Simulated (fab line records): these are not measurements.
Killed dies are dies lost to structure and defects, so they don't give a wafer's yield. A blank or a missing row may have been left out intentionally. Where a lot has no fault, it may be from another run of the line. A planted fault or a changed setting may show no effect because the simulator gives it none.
What tool caused it?	flow sky130	12 lots (36 wafers sampled), 1 step of a 708-step route

== WHAT EACH GAUGE READ, for each wafer ==
SKY_FIELD_ISO_THK_MEAS_04.
lot	measured	on	FIELD_ISO_CVD_03_THK (nm)
L075	day 1 19:16	film_metro-01	165.9 165.5 167.0
L077	day 2 05:25	film_metro-01	166.4 165.9 166.9
L079	day 2 16:55	film_metro-01	166.4 166.5 166.6
L081	day 3 02:58	film_metro-01	166.5 167.1 167.6
L083	day 3 11:40	film_metro-01	169.3 167.0 168.0
L085	day 3 21:11	film_metro-01	167.2 167.4 167.5
L087	day 4 06:50	film_metro-01	164.4 163.2 164.1
L089	day 4 19:08	film_metro-03	164.0 165.7 165.3
L091	day 5 03:40	film_metro-01	166.3 166.1 164.9
L093	day 5 13:25	film_metro-04	166.1 165.4 166.1
L095	day 5 22:45	film_metro-04	163.5 163.7 162.6
L097	day 6 09:08	film_metro-04	164.6 164.7 164.1

== EACH LOT AND THE TOOL THAT RAN IT (in order: tool; ch and the chambers of the sampled wafers; start) ==
There is no process step in the record ahead of these readings.

== THE ANSWER, worked out from the rows above alone ==
Rule: what is usual is taken from the lots themselves. Put in order of their means at a reading, lots are off if they are a third of the lots or fewer, leave a main group of 4 or more, and stand apart from it by a gap of 3 or more times the standard deviation of the main group's means; of several such gaps the widest counts. The tables above print the reading to a certain number of digits; a main group whose means all agree to those digits is not used. A lot without any number at a reading at which 4 lots or more have one is off too. The other lots that the step has rows for count as sound.
Across all readings shown, no lot is off: no conclusion can be drawn from this.

== WHAT WAS PUT IN BY THE SIMULATOR ==
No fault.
